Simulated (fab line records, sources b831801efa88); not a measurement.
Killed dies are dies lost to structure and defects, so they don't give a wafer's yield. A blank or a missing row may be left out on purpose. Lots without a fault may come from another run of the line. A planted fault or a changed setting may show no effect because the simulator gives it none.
A struck lot beside a sound one | flow sfq_line | 24 steps out of a route of 325
Sound: wafers L630.1, L630.3, L630.5. Struck: wafers L621.1, L621.4, L621.5. The cause comes at the end.
At each step with rows: each side's tool, then ch and its chambers, then its first start. Under that, the readings that differ: sound wafers | struck wafers | difference of the means | sigmas: that difference in standard deviations of wafers without a fault.
alike: readings whose means differ by less than 2 such deviations, and words and numbers that are the same on both sides. not compared: withheld readings, readings that some wafer has no value for, bounds like >300 that may hide the same value, and numbers for which the record gives no deviation and whose values overlap.
The two part at a step that has a row with sigmas, a row that says differs or no value, or rows on one side only. Numbers that don't overlap but have no deviation are shown without sigmas and don't part them. A reading that every wafer of one side lacks parts them only if that side has two wafers or more.

first, 2 steps without rows for these wafers: SFQ_TRILAYER_I3_VIA_STRIP_SOLV_CLEAN_090 (cleans in NMP, time 600 s); SFQ_TRILAYER_M4_DEP_PRE_CLEAN_092 (time 22.5 s).
SFQ_TRILAYER_M4_DEP_SPUTTER_091: material Nb, target thk 200 nm, time 133.3 s.
  sound on pvd_sputter-05, day 39 20:21; struck on pvd_sputter-04, day 34 01:23
  alike: substrate_temp_c, throttle_valve_pct
SFQ_M4_RS_MEAS_924: measures by four-point-probe.
  sound on film_metro-04, day 39 20:27; struck on film_metro-04, day 34 01:29
  reading           | sound             | struck            | difference | sigmas
  M4_NB_RS (ohm/sq) | 0.877 0.882 0.880 | 0.901 0.892 0.893 | +0.016     | +2
then, 6 steps without rows for these wafers: SFQ_TRILAYER_M4_LITHO_COAT_098 (resist thk 62 nm); SFQ_TRILAYER_M4_LITHO_COAT_093 (resist thk 600 nm); SFQ_TRILAYER_M4_LITHO_SOFTBAKE_097; SFQ_TRILAYER_M4_LITHO_EXPOSE_094 (exposes mask M4, target cd 500 nm); SFQ_TRILAYER_M4_LITHO_PEB_096 (peb time 60 s); SFQ_TRILAYER_M4_LITHO_DEVELOP_095 (time 60 s).
-- the record jumps here: 3 days lie between the struck wafers' starts before and after --
SFQ_M4_OVL_MEAS_926:
  sound on overlay-01, day 45 02:08; struck on overlay-01, day 36 17:12
  alike: M4_OVL
SFQ_TRILAYER_M4_BARC_OPEN_METAL_ETCH_123: etches BARC in O2, target depth 125 nm, time 41.7 s.
  sound on rie_metal-04 ch 1, day 45 02:10; struck on rie_metal-02 ch 0,1, day 36 17:14
  no value came back on the struck wafers for bias_w (W), chamber_pressure_mTorr (mTorr), drypump_motor_current_A (A), oes_product_au (a.u.); on the sound wafers bias_w (W) reads 79.95 79.72 80.12
  reading                                             | sound             | struck          | difference | sigmas
  model.KrF_of_TRILAYER_M4_LITHO_COAT_093.thk_nm (nm) | 526.8 526.2 526.2 | 573.7 573.7 572 | +46.7      |
  not compared: rf_hours_counter_h
SFQ_TRILAYER_M4_ETCH_METAL_ETCH_096: etches Nb in Cl2/Ar, stops on SiO2, target depth 240 nm, time 120 s.
  sound on rie_metal-04 ch 1, day 45 02:17; struck on rie_metal-02 ch 0,1, day 36 17:18
  reading                                             | sound             | struck            | difference | sigmas
  oes_product_au (a.u.)                               | 0.904 0.899 0.896 | 0.372 0.372 0.375 | -0.527     | -88
  model.KrF_of_TRILAYER_M4_LITHO_COAT_093.thk_nm (nm) | 383 383.2 383.1   | 433.6 432.6 431.9 | +49.6      |
  alike: bias_w, chamber_pressure_mTorr, drypump_motor_current_A
  not compared: rf_hours_counter_h
SFQ_TRILAYER_M4_STRIP_STRIP_097: strips in O2.
  sound on rie_metal-04 ch 1, day 45 02:32; struck on rie_metal-02 ch 0,1, day 36 17:25
  alike: drypump_motor_current_A, oes_product_au, platen_temp_c
  not compared: rf_hours_counter_h
then, 1 step without rows for these wafers: SFQ_TRILAYER_M4_STRIP_SOLV_CLEAN_098 (cleans in NMP, time 600 s).
SFQ_TRILAYER_I4_DEP_PECVD_099: deposits SiO2 from SiH4/N2O, time 111.11 s, target thk 500 nm.
  sound on pecvd-04 ch 0,1,2, day 45 03:55; struck on pecvd-04 ch 0,2, day 36 18:12
  alike: chamber_pressure_Torr, heater_power_w, throttle_valve_pct
SFQ_TRILAYER_I4_CMP_CMP_100: polishes SiO2.
  sound on cmp-01 ch 1,2, day 45 10:53; struck on cmp-02 ch 0,2, day 37 19:28
  alike: motor_current_A, time_to_endpoint_s
SFQ_I4_BOW_MEAS_927:
  sound on film_metro-03, day 45 13:53; struck on film_metro-02, day 37 22:28
  alike: I4_BOW
SFQ_TRILAYER_I4_METRO_MEASURE_101:
  sound on film_metro-03, day 45 14:01; struck on film_metro-02, day 37 22:35
  reading     | sound             | struck            | difference | sigmas
  thk_nm (nm) | 199.5 198.9 200.4 | 203.5 202.9 202.4 | +3.3       | +3
then, 3 steps without rows for these wafers: SFQ_TRILAYER_I4_VIA_LITHO_COAT_108 (resist thk 62.37 nm); SFQ_TRILAYER_I4_VIA_LITHO_COAT_103 (resist thk 650 nm); SFQ_TRILAYER_I4_VIA_LITHO_SOFTBAKE_107.
-- the record jumps here: 2 days lie between the struck wafers' starts before and after --
SFQ_TRILAYER_I4_VIA_LITHO_EXPOSE_104: exposes mask I4, target cd 700 nm.
  sound on krf_scanner-01 ch 0, day 51 03:03; struck on krf_scanner-02, day 40 01:33
  no value came back on the struck wafers for exposure_dose_mJ_cm2, focus_offset_nm (nm); on the sound wafers exposure_dose_mJ_cm2 reads 21.324 21.301 21.316
  alike: mask
then, 1 step without rows for these wafers: SFQ_TRILAYER_I4_VIA_LITHO_PEB_106 (peb time 60 s).

WHERE THEY PART
First at SFQ_M4_RS_MEAS_924; last, within this record, at SFQ_TRILAYER_I4_VIA_LITHO_EXPOSE_104.

WHY: what the simulator had put in
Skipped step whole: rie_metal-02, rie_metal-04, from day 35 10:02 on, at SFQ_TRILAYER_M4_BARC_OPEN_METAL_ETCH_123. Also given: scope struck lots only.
